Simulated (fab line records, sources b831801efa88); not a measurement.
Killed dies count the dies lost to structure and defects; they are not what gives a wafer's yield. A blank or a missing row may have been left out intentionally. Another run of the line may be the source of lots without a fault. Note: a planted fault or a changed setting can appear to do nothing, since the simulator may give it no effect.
Which tool is to blame? | flow sky130 | Sampling: 13 lots, 39 wafers, 5 of 708 route steps

== WHAT THE GAUGES READ, wafer by wafer ==
SKY_NWELL_RS_MEAS_31: a four-point-probe measurement. Usual: PWDE_RS typically reads 5270 ohm/sq, with standard deviation 20.
lot  | measured     | on            | PWDE_RS (ohm/sq) | flag
L296 | day 5 19:29  | film_metro-03 | 5265 5278 5259   |
L297 | day 5 20:44  | film_metro-03 | 5308 5316 5294   |
L300 | day 6 16:11  | film_metro-04 | 5289 5272 5263   |
L303 | day 7 07:39  | film_metro-04 | 5278 5283 5279   |
L305 | day 7 19:08  | film_metro-03 | 5264 5272 5284   |
L306 | day 8 01:57  | film_metro-03 | 5242 5240 5266   |
L307 | day 8 11:01  | film_metro-03 | 5265 5252 5257   |
L308 | day 8 18:20  | film_metro-03 | 5248 5236 5230   |
L311 | day 9 08:38  | film_metro-02 | 5274 5279 5284   |
L313 | day 9 21:14  | film_metro-03 | 5300 5300 5296   |
L315 | day 10 08:52 | film_metro-03 | 5298 5283 5282   |
L317 | day 11 11:56 | film_metro-03 | 5288 5301 5296   |
L318 | day 11 13:16 | film_metro-04 | 5279 5270 5269   |

SKY_VT_ADJUST_PCH_TW_MEAS_10. Usual: VT_ADJUST_PCH_TW typically reads 143.0, with standard deviation 1.7.
lot  | measured     | on            | VT_ADJUST_PCH_TW  | flag
L296 | day 10 22:26 | film_metro-03 | 144.1 145.0 145.1 |
L297 | day 11 01:10 | film_metro-01 | 139.7 139.0 139.9 |
L300 | day 12 03:14 | film_metro-01 | 142.0 141.1 141.5 |
L303 | day 12 23:15 | film_metro-01 | 141.8 141.2 141.2 |
L305 | day 13 12:49 | film_metro-01 | 148.9 149.2 148.6 | OFF
L306 | day 13 23:17 | film_metro-04 | 153.0 152.7 153.1 | OFF
L307 | day 14 09:28 | film_metro-01 | 141.4 141.1 141.1 |
L308 | day 14 19:03 | film_metro-03 | 143.7 144.0 144.9 |
L311 | day 15 11:13 | film_metro-01 | 141.4 141.7 142.1 |
L313 | day 16 04:55 | film_metro-03 | 143.6 143.9 144.4 |
L315 | day 16 18:38 | film_metro-04 | 144.8 144.8 144.1 |
L317 | day 18 04:02 | film_metro-03 | 144.3 144.0 143.8 |
L318 | day 18 04:41 | film_metro-04 | 145.4 146.1 145.9 |

SKY_SONOS_TUNNEL_OVL_MEAS_08. Usual: SONOS_TUNNEL_OVL typically reads 0.4 nm, with standard deviation 1.4.
lot  | measured     | on         | SONOS_TUNNEL_OVL (nm) | flag
L296 | day 11 22:38 | overlay-01 | 3.4 2.9 2.5           |
L297 | day 12 01:13 | overlay-02 | 1.5 0.6 1.6           |
L300 | day 13 03:51 | overlay-01 | 1.5 0.9 0.4           |
L303 | day 14 00:58 | overlay-01 | -1.9 -1.5 -2.2        |
L305 | day 14 15:22 | overlay-02 | -0.2 0.1 0.2          |
L306 | day 15 01:07 | overlay-02 | 0.3 0.9 0.8           |
L307 | day 15 11:50 | overlay-01 | -1.2 -0.6 -0.4        |
L308 | day 15 21:09 | overlay-02 | -0.4 0.0 0.2          |
L311 | day 16 15:07 | overlay-02 | -0.2 -1.8 -0.4        |
L313 | day 17 09:38 | overlay-02 | 0.7 0.7 2.3           |
L315 | day 17 23:20 | overlay-02 | 2.8 2.7 3.1           |
L317 | day 19 10:41 | overlay-02 | 1.8 -1.1 -2.1         |
L318 | day 19 12:10 | overlay-01 | -1.2 -1.0 -1.1        |

SKY_GATE_OXIDE_OVL_MEAS_10. Usual: GATE_OXIDE_OVL typically reads -0.2 nm, with standard deviation 1.5.
lot  | measured     | on         | GATE_OXIDE_OVL (nm) | flag
L296 | day 14 11:50 | overlay-02 | -1.4 0.0 -0.8       |
L297 | day 14 13:50 | overlay-02 | -3.5 -2.1 -3.1      |
L300 | day 15 16:14 | overlay-02 | -1.3 -0.2 -1.1      |
L303 | day 16 14:44 | overlay-01 | -1.9 0.5 -1.5       |
L305 | day 17 16:29 | overlay-01 | -0.8 -1.0 0.1       |
L306 | day 18 00:09 | overlay-01 | 0.5 -0.3 0.2        |
L307 | day 18 11:07 | overlay-01 | -1.1 -1.0 -1.8      |
L308 | day 18 17:11 | overlay-01 | 2.4 1.3 2.3         |
L311 | day 19 11:17 | overlay-01 | -2.4 -1.2 -1.6      |
L313 | day 20 09:25 | overlay-01 | 0.6 1.4 0.9         |
L315 | day 20 20:08 | overlay-01 | 0.1 1.6 0.9         |
L317 | day 22 07:35 | overlay-01 | -2.4 -1.8 -2.6      |
L318 | day 22 08:13 | overlay-01 | -2.2 -3.3 -3.4      |

== WHAT TOOL EACH LOT RAN ON (gives the tool, then ch and the chambers of the sampled wafers, and finally the start) ==
lot  | SKY_VT_ADJUST_PCH_IMPLANT_08
L296 | implanter-02 ch 0, day 10 22:12
L297 | implanter-03 ch 0, day 11 00:55
L300 | implanter-02 ch 0, day 12 03:00
L303 | implanter-03 ch 0, day 12 23:01
L305 | implanter-03 ch 0, day 13 12:34
L306 | implanter-03 ch 0, day 13 23:04
L307 | implanter-04 ch 0, day 14 09:13
L308 | implanter-04 ch 0, day 14 18:49
L311 | implanter-02 ch 0, day 15 10:58
L313 | implanter-02 ch 0, day 16 04:40
L315 | implanter-04 ch 0, day 16 18:26
L317 | implanter-04 ch 0, day 18 03:50
L318 | implanter-03 ch 0, day 18 04:26
- SKY_VT_ADJUST_PCH_IMPLANT_08

== AS READ BY THE TOOLS THEMSELVES (means over the sampled wafers that have a number; for cases with no such wafer, the mark the record gives instead) ==
SKY_VT_ADJUST_PCH_IMPLANT_08. Usual: beam_on_s 10.02 s, standard deviation 0.19; end_station_pressure_torr 5e-06 Torr, standard deviation 2.7e-07; faraday_current_uA 2.81, standard deviation 0.052.
lot  | tool         | beam_on_s (s) | end_station_pressure_torr (Torr) | faraday_current_uA | flag
L296 | implanter-02 | 9.99          | 5e-06                            | 2.82               |
L297 | implanter-03 | 9.96          | 5e-06                            | 2.82               |
L300 | implanter-02 | 9.79          | 5e-06                            | 2.87               |
L303 | implanter-03 | 10.00         | 5e-06                            | 2.82               |
L305 | implanter-03 | 12.24         | 1e-04                            | 2.33               | OFF
L306 | implanter-03 | 12.42         | 1e-04                            | 2.29               | OFF
L307 | implanter-04 | 9.93          | 5e-06                            | 2.84               |
L308 | implanter-04 | 10.09         | 5e-06                            | 2.80               |
L311 | implanter-02 | 10.03         | 5e-06                            | 2.81               |
L313 | implanter-02 | 9.93          | 5e-06                            | 2.85               |
L315 | implanter-04 | 10.10         | 5e-06                            | 2.79               |
L317 | implanter-04 | 10.01         | 5e-06                            | 2.82               |
L318 | implanter-03 | 9.94          | 5e-06                            | 2.83               |

== THE ANSWER, worked out from the rows above alone ==
Rule: a lot is off if the mean of its wafers that have a number lies more than 3 standard deviations from the usual mean. A lot without any number at a reading at which 4 lots or more have one is off too. The other lots that the step has rows for count as sound. Order of review: gauges by route order, followed by the tools' own readings, for which a lot's mean as printed above is used. At the first step where some lot is off, the reading lying furthest off is the one used; lots without a number count as furthest.
Off: L305, L306, at SKY_VT_ADJUST_PCH_TW_MEAS_10 (VT_ADJUST_PCH_TW).
If a tool, at a process step before that reading, ran all the lots that are off and no sound lot after the first of them, it fits. Not tried: the gauges at SKY_VT_ADJUST_PCH_TW_MEAS_10; whatever is off there is also off at SKY_VT_ADJUST_PCH_IMPLANT_08, on other tools, and gauge error can't account for it. No candidate that was tried fits.

== WHAT THE SIMULATOR HAD INSERTED ==
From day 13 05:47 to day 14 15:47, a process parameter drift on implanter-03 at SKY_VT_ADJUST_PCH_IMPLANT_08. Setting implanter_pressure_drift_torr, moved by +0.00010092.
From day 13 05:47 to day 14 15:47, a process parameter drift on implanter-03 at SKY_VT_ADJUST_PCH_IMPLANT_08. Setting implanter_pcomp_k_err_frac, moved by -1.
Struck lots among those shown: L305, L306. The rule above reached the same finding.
